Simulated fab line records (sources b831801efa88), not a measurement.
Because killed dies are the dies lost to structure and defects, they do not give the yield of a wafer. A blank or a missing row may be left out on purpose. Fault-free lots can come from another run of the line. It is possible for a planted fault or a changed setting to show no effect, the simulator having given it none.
Chamber matching || flow sky130 || 4 sister chambers for SKY_LI_CONTACT_CMP_02 on cmp-02
The step polishes PSG. 8 wafers are shown with their chamber, then 12 later ones without.

WAFERS WITH THEIR CHAMBER
{"wafer": "L084.1", "chamber": 2, "motor current A (A)": 11.6, "slurry flow ml min": 149.6}
{"wafer": "L084.2", "chamber": 1, "motor current A (A)": 15.4, "slurry flow ml min": 149.1}
{"wafer": "L084.6", "chamber": 1, "motor current A (A)": 14.8, "slurry flow ml min": 149.4}
{"wafer": "L087.5", "chamber": 3, "motor current A (A)": 11.2, "slurry flow ml min": 150.2}
{"wafer": "L087.6", "chamber": 0, "motor current A (A)": 12.4, "slurry flow ml min": 150.5}
{"wafer": "L090.1", "chamber": 3, "motor current A (A)": 11.1, "slurry flow ml min": 150.1}
{"wafer": "L090.2", "chamber": 2, "motor current A (A)": 11.2, "slurry flow ml min": 149.9}
{"wafer": "L090.6", "chamber": 0, "motor current A (A)": 11.9, "slurry flow ml min": 149.9}

WAFERS WHOSE CHAMBER IS MISSING
{"wafer": "L092.2", "motor current A (A)": 11.7, "slurry flow ml min": 150.3}
{"wafer": "L092.4", "motor current A (A)": 11.7, "slurry flow ml min": 149.7}
{"wafer": "L092.6", "motor current A (A)": 11.8, "slurry flow ml min": 150.5}
{"wafer": "L094.2", "motor current A (A)": 12.6, "slurry flow ml min": 150.6}
{"wafer": "L094.3", "motor current A (A)": 14.7, "slurry flow ml min": 149.9}
{"wafer": "L094.5", "motor current A (A)": 15.4, "slurry flow ml min": 149.6}
{"wafer": "L096.1", "motor current A (A)": 11.8, "slurry flow ml min": 149.8}
{"wafer": "L096.3", "motor current A (A)": 15.6, "slurry flow ml min": 150.6}
{"wafer": "L096.4", "motor current A (A)": 11.1, "slurry flow ml min": 150.7}
{"wafer": "L097.1", "motor current A (A)": 15.0, "slurry flow ml min": 150.0}
{"wafer": "L097.2", "motor current A (A)": 11.5, "slurry flow ml min": 151.2}
{"wafer": "L097.4", "motor current A (A)": 11.2, "slurry flow ml min": 150.0}

EACH ONE'S CHAMBER
{"wafer": "L092.2", "from the rows above": "can't be placed: 0 or 3 or 2", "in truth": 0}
{"wafer": "L092.4", "from the rows above": "can't be placed: 2 or 0 or 3", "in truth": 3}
{"wafer": "L092.6", "from the rows above": "can't be placed: 0 or 3 or 2", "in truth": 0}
{"wafer": "L094.2", "from the rows above": 0, "in truth": 0}
{"wafer": "L094.3", "from the rows above": 1, "in truth": 1}
{"wafer": "L094.5", "from the rows above": 1, "in truth": 1}
{"wafer": "L096.1", "from the rows above": "can't be placed: 2 or 0 or 3", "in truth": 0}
{"wafer": "L096.3", "from the rows above": 1, "in truth": 1}
{"wafer": "L096.4", "from the rows above": "can't be placed: 3 or 2 or 0", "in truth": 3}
{"wafer": "L097.1", "from the rows above": 1, "in truth": 1}
{"wafer": "L097.2", "from the rows above": "can't be placed: 3 or 0 or 2", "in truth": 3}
{"wafer": "L097.4", "from the rows above": "can't be placed: 3 or 2", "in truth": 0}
Placed correctly: 5 of 12. Unplaceable from these rows: 7, with the true chamber sitting among the candidates in 6. 0 placed wrongly.
How it was worked out, from the rows above alone: a wafer's distance from a chamber is the root of the sum, over the readings, of the square of ((its reading less the chamber's mean) divided by the reading's scatter). If the next closest chamber is less than 2 further off than the closest, the wafer can't be placed; otherwise it belongs to the closest. Each chamber's mean is taken over the wafers shown for it. The scatter is the square root of a quotient: the sum, over the shown wafers, of each reading's squared deviation from its chamber's mean, divided by wafers minus chambers.
